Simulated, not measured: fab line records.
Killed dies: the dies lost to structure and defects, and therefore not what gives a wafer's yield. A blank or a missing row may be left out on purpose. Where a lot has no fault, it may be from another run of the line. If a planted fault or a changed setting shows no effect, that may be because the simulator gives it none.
A struck lot beside a sound one | flow sfq-line | 37 steps out of a route of 325
Sound: these wafers, L472.1, L472.2, L472.4. Struck: wafer L481.6 (left out: L481.1, L481.5 of the same lot, which were not struck); the cause appears at the end.
For every step that has rows: the tool of each side, followed by ch and its chambers, followed by its first start. Under that, the readings that differ: sound wafers | struck wafers | difference of the means | sigmas: that difference in standard deviations of wafers without a fault.
alike: words and numbers the same on both sides, and readings whose means are apart by under 2 such deviations; not compared: readings that were withheld, readings missing a value for some wafer, numbers with overlapping values and no deviation given by the record, and bounds like >300 which may hide the same value.
The two part at a step that has a row with sigmas, a row that says differs or no value, or rows on one side only. Numbers that don't overlap but have no deviation are shown without sigmas and don't part them. A reading missing from all wafers of one side parts the sides only when that side holds two or more wafers.

SFQ_R5_THK_MEAS_934: measures by xrf.
  struck on film-metro-03, day 68 18:40; sound on film-metro-01, day 66 15:38
  alike: R5_MONX_THK
then, 6 steps without rows for these wafers: SFQ_TRILAYER_R5_LITHO_COAT_141 (resist thk 62 nm); SFQ_TRILAYER_R5_LITHO_COAT_136 (resist thk 600 nm); SFQ_TRILAYER_R5_LITHO_SOFTBAKE_140; SFQ_TRILAYER_R5_LITHO_EXPOSE_137 (exposes mask R5, target cd 500 nm); SFQ_TRILAYER_R5_LITHO_PEB_139 (peb time 60 s); SFQ_TRILAYER_R5_LITHO_DEVELOP_138 (time 60 s).
-- the record jumps here: 4 days lie between the struck wafers' starts before and after --
SFQ_R5_OVL_MEAS_935:
  struck on overlay-01, day 72 19:16; sound on overlay-01, day 70 23:50
  alike: R5_OVL
SFQ_TRILAYER_R5_BARC_OPEN_METAL_ETCH_177: etches BARC in O2, target depth 125 nm, time 41.7 s.
  sound on rie-metal-04 ch 0,1, day 70 23:53; struck on rie-metal-03 ch 1, day 72 19:18
  alike: drypump-motor-current-A, oes-product-au
  not compared: rf-hours-counter-h
SFQ_TRILAYER_R5_ETCH_METAL_ETCH_139: etches the open film in Cl2, stops on SiO2, target depth 60 nm, time 40 s.
  sound on rie-metal-04 ch 0,1, day 70 23:56; struck on rie-metal-03 ch 1, day 72 19:22
  alike: drypump-motor-current-A, oes-product-au
  not compared: rf-hours-counter-h
then, 2 steps without rows for these wafers: SFQ_TRILAYER_R5_STRIP_STRIP_140 (strips in O2); SFQ_TRILAYER_R5_STRIP_SOLV_CLEAN_141 (cleans in NMP, time 600 s).
SFQ_TRILAYER_A5C_DEP_PECVD_142: deposits SiO2 from SiH4/N2O, time 15.556 s, target thk 70 nm.
  sound on pecvd-02 ch 0,2, day 71 00:46; struck on pecvd-01 ch 0, day 72 20:11
  reading                                              | sound            | struck | difference | sigmas
  model.SiO2_of_TRILAYER_A5C_DEP_PECVD_142.thk-nm (nm) | 69.71 69.8 70.65 | 53.6   | -16.5      |
  alike: chamber-pressure-Torr, heater-power-w, throttle-valve-pct
  not compared: since-wet-clean-h
then, 6 steps without rows for these wafers: SFQ_TRILAYER_I5_LITHO_COAT_149 (resist thk 62 nm); SFQ_TRILAYER_I5_LITHO_COAT_144 (resist thk 650 nm); SFQ_TRILAYER_I5_LITHO_SOFTBAKE_148; SFQ_TRILAYER_I5_LITHO_EXPOSE_145 (exposes mask I5, target cd 700 nm); SFQ_TRILAYER_I5_LITHO_PEB_147 (peb time 60 s); SFQ_TRILAYER_I5_LITHO_DEVELOP_146 (time 60 s).
SFQ_I5_OVL_MEAS_936:
  struck on overlay-02, day 73 02:46; sound on overlay-02, day 71 03:17
  alike: I5_OVL
SFQ_TRILAYER_I5_BARC_OPEN_VIA_ETCH_200: etches BARC in O2, target depth 125 nm, time 41.7 s.
  sound on rie-diel-01 ch 0,2,3, day 71 03:19; struck on rie-diel-03 ch 1, day 73 02:48
  alike: drypump-motor-current-A, oes-product-au
  not compared: rf-hours-counter-h
SFQ_TRILAYER_I5_ETCH_VIA_ETCH_147: etches the open film in CHF3, stops on Nb, target depth 360 nm.
  sound on rie-diel-01 ch 0,2,3, day 71 03:22; struck on rie-diel-03 ch 1, day 73 02:50
  reading               | sound             | struck | difference | sigmas
  oes-product-au (a.u.) | 0.995 0.997 0.995 | 0.981  | -0.015     | -3
  alike: drypump-motor-current-A
then, 8 steps without rows for these wafers: SFQ_TRILAYER_I5_STRIP_STRIP_148 (strips in O2); SFQ_TRILAYER_I5_STRIP_SOLV_CLEAN_149 (cleans in NMP, time 600 s); SFQ_TRILAYER_C5_LITHO_COAT_156 (resist thk 62 nm); SFQ_TRILAYER_C5_LITHO_COAT_151 (resist thk 650 nm); SFQ_TRILAYER_C5_LITHO_SOFTBAKE_155; SFQ_TRILAYER_C5_LITHO_EXPOSE_152 (exposes mask C5, target cd 500 nm); SFQ_TRILAYER_C5_LITHO_PEB_154 (peb time 60 s); SFQ_TRILAYER_C5_LITHO_DEVELOP_153 (time 60 s).
-- the record jumps here: 5 days lie between the struck wafers' starts before and after --
SFQ_C5_OVL_MEAS_937:
  struck on overlay-01, day 77 15:40; sound on overlay-01, day 75 08:28
  alike: C5_OVL
SFQ_TRILAYER_C5_BARC_OPEN_VIA_ETCH_210: etches BARC in O2, target depth 125 nm, time 41.7 s.
  sound on rie-diel-04 ch 1,2,3, day 75 08:30; struck on rie-diel-02 ch 2, day 77 15:42
  alike: drypump-motor-current-A, oes-product-au
  not compared: rf-hours-counter-h
SFQ_TRILAYER_C5_ETCH_VIA_ETCH_154: etches SiO2 in CHF3, stops on Nb, target depth 84 nm.
  sound on rie-diel-04 ch 1,2,3, day 75 08:32; struck on rie-diel-02 ch 2, day 77 15:44
  reading                        | sound             | struck | difference | sigmas
  oes-product-au (a.u.)          | 0.896 0.893 0.893 | 0.777  | -0.117     | -14
  model.etch.depth-nm (nm)       | 69.71 69.8 70.65  | 53.6   | -16.5      |
  model.C5.feature-depth-nm (nm) | 69.71 69.8 70.65  | 53.6   | -16.5      |
  alike: drypump-motor-current-A
then, 2 steps without rows for these wafers: SFQ_TRILAYER_C5_STRIP_STRIP_155 (strips in O2); SFQ_TRILAYER_C5_STRIP_SOLV_CLEAN_156 (cleans in NMP, time 600 s).
SFQ_TRILAYER_M6_DEP_PRE_CLEAN_158: time 22.5 s.
  struck on pvd-sputter-04, day 77 16:34; sound on pvd-sputter-03, day 75 09:22
  reading                                              | sound            | struck | difference | sigmas
  model.SiO2_of_TRILAYER_A5C_DEP_PECVD_142.thk-nm (nm) | 62.21 62.3 63.15 | 46.1   | -16.5      |
then, 1 step without rows for these wafers: SFQ_TRILAYER_M6_DEP_SPUTTER_157 (material Nb, target thk 200 nm, time 133.3 s).

WHERE THEY PART
First at SFQ_TRILAYER_I5_ETCH_VIA_ETCH_147; last, within this record, at SFQ_TRILAYER_C5_ETCH_VIA_ETCH_154.

WHY: whatever the simulator had introduced
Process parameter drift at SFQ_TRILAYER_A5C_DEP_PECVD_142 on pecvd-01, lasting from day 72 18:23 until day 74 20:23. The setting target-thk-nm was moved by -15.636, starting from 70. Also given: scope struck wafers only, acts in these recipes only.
